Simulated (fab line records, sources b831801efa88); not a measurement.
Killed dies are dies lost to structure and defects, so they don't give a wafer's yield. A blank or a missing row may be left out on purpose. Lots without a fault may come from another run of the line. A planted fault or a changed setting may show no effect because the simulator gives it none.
A struck lot beside a sound one | flow sky130 | 17 steps out of a route of 708
Sound: wafers L630.1, L630.2, L630.3. Struck: wafer L638.3. (L638.2 of the same lot was not struck and is left out.) The cause comes at the end.
At each step with rows: each side's tool, then ch and its chambers, then its first start. Under that, the readings that differ: sound wafers | struck wafers | difference of the means | sigmas: that difference in standard deviations of wafers without a fault.
alike: readings whose means differ by less than 2 such deviations, and words and numbers that are the same on both sides. not compared: withheld readings, readings that some wafer has no value for, bounds like >300 that may hide the same value, and numbers for which the record gives no deviation and whose values overlap.
The two part at a step that has a row with sigmas, a row that says differs or no value, or rows on one side only. Numbers that don't overlap but have no deviation are shown without sigmas and don't part them. A reading that every wafer of one side lacks parts them only if that side has two wafers or more.

SKY_GATE_OXIDE_TW_MEAS_14:
  sound on film_metro-02, day 13 23:11; struck on film_metro-03, day 17 00:37
  alike: GATE_OXIDE_TW
then, 3 steps without rows for these wafers: SKY_GATE_OXIDE_CLEAN_15 (cleans in SC1/SC2, time 150 s); SKY_GATE_OXIDE_OXIDATION_16 (stabilise 600 s, purge 300 s, target thk 3.57 nm); SKY_POLY_GATE_CVD_00 (deposits poly-Si, target thk 180 nm, time 720 s).
SKY_POLY_GATE_THK_MEAS_01:
  sound on film_metro-02, day 14 02:40; struck on film_metro-04, day 17 04:25
  alike: POLY_GATE_CVD_00_THK
then, 7 steps without rows for these wafers: SKY_RES_PROTECT_DEHYDRATE_00 (time 60 s); SKY_RES_PROTECT_HMDS_01 (prime time 60 s); SKY_RES_PROTECT_COAT_02 (resist thk 1140 nm); SKY_RES_PROTECT_SOFTBAKE_03 (time 60 s); SKY_RES_PROTECT_EXPOSE_04 (exposes mask RPM, target cd 1270 nm); SKY_RES_PROTECT_PEB_05; SKY_RES_PROTECT_DEVELOP_06 (develop time 60 s).
SKY_POLY_GATE_IMPLANT_02:
  sound on implanter-01 ch 0, day 15 05:22; struck on implanter-04 ch 0, day 18 08:58
  reading                          | sound                      | struck  | difference | sigmas
  beam_on_s (s)                    | 31 31 30                   | 55      | +24        | +8
  end_station_pressure_torr (Torr) | 1.28e-05 1.18e-05 1.27e-05 | 9.4e-06 | -3.0e-06   | -3
  faraday_current_uA               | 13797 13793 14126          | 7752    | -6153      | -6
  alike: dose_ions_cm2
SKY_RES_PROTECT_STRIP_07: strips in O2/N2.
  sound on plasma_asher-01 ch 0,1, day 15 05:31; struck on plasma_asher-03 ch 1, day 18 09:05
  reading                      | sound             | struck | difference | sigmas
  oes_product_au (a.u.)        | 0.510 0.520 0.512 | 0.488  | -0.026     | -5
  strip_time_to_endpoint_s (s) | 23.32 23.32 23.34 | 24.81  | +1.48      | +34
  alike: drypump_motor_current_A, o2_flow_sccm
  not compared: rf_hours_counter_h
SKY_RES_PROTECT_TW_MEAS_08:
  sound on film_metro-01, day 15 05:37; struck on film_metro-03, day 18 09:11
  reading      | sound          | struck | difference | sigmas
  POLY_GATE_TW | 4071 4051 4076 | 4176   | +110       | +3
then, 1 step without rows for these wafers: SKY_RES_PROTECT_CLEAN_09 (cleans in SC1/SC2, time 150 s).
-- the record jumps here: 30 days lie between the struck wafers' starts before and after (it left off in module RES_PROTECT and takes up again in module PAD_OPEN, whose first step shown is number 708 of the route) --
SKY_PAD_OPEN_PROBE_99:
  sound on prober-02, day 46 03:38; struck on prober-02, day 48 05:43
  reading                          | sound             | struck | difference | sigmas
  killed_short                     | 42 44 39          | 29     | -13        | -2
  model.etest.res_poly.line_ohm_um | 524.5 520 529.1   | 422    | -103       |
  model.etest.licon_poly.rc_ohm    | 158.9 157.1 156.1 | 115.7  | -41.7      |
  model.etest.res_poly.rs_ohm_sq   | 48.99 48.01 47.53 | 40.48  | -7.70      |
  alike: killed_at_M0_to_M3, killed_at_M4_up, killed_at_contacts, killed_at_front_end, killed_at_other, killed_dies, killed_open

WHERE THEY PART
First at SKY_POLY_GATE_IMPLANT_02; last, within this record, at SKY_PAD_OPEN_PROBE_99.

WHY: what the simulator had put in
Process parameter drift: implanter-04, from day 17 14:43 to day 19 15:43, at SKY_POLY_GATE_IMPLANT_02. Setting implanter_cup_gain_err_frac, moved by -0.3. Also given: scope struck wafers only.
